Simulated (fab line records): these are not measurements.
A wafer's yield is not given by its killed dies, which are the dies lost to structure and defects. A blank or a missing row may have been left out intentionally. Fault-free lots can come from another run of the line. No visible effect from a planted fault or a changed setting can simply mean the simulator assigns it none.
Which of the tools did it?	flow gf180mcu	Sampling: 6 lots, 18 wafers, 2 of 602 route steps

== WHAT THE GAUGES READ, wafer by wafer ==
GF_PSD_RS_MEAS_14: measures by four-point-probe.
lot	measured	on	NSD_RS (ohm/sq)
L207	day 14 10:34	film_metro-02	46.16 46.15 46.18
L210	day 15 10:17	film_metro-01	40.26 40.16 40.20
L217	day 18 04:42	film_metro-02	46.24 46.15 46.25
L219	day 18 21:47	film_metro-02	46.29 46.13 46.25
L224	day 21 04:37	film_metro-04	45.99 46.15 46.17
L226	day 21 12:56	film_metro-01	46.02 46.12 46.20

== TOOL THAT RAN EACH LOT (tool first, then ch and the chambers of the sampled wafers, then the start) ==
lot	GF_PSD_RTA_13
L207	rtp_anneal-01 ch 0, day 14 10:28
L210	rtp_anneal-01 ch 0, day 15 10:11
L217	rtp_anneal-02 ch 0, day 18 04:37
L219	rtp_anneal-01 ch 0, day 18 21:41
L224	rtp_anneal-02 ch 0, day 21 04:31
L226	rtp_anneal-01 ch 0, day 21 12:51
- GF_PSD_RTA_13: time 20 s.

== THE ANSWER, worked out from the rows above alone ==
Rule: usual is defined by the lots themselves. Put in order of their means at a reading, lots are off if they are a third of the lots or fewer, leave a main group of 4 or more, and stand apart from it by a gap of 3 or more times the standard deviation of the main group's means; of several such gaps the widest counts. Not used: any main group whose means are identical at the precision the tables above print for the reading. A lot without any number at a reading at which 4 lots or more have one is off too. Where the step has rows for the other lots, those lots are counted as sound.
Off: at GF_PSD_RS_MEAS_14 (NSD_RS), L210. The main group has a mean of 46.16 ohm/sq with a standard deviation of 0.049.
If a tool, at a process step before that reading, ran all the lots that are off and no sound lot after the first of them, it fits. The gauges at GF_PSD_RS_MEAS_14 are tried like those tools. None of those tried fits.

== WHAT HAD BEEN PUT IN BY THE SIMULATOR ==
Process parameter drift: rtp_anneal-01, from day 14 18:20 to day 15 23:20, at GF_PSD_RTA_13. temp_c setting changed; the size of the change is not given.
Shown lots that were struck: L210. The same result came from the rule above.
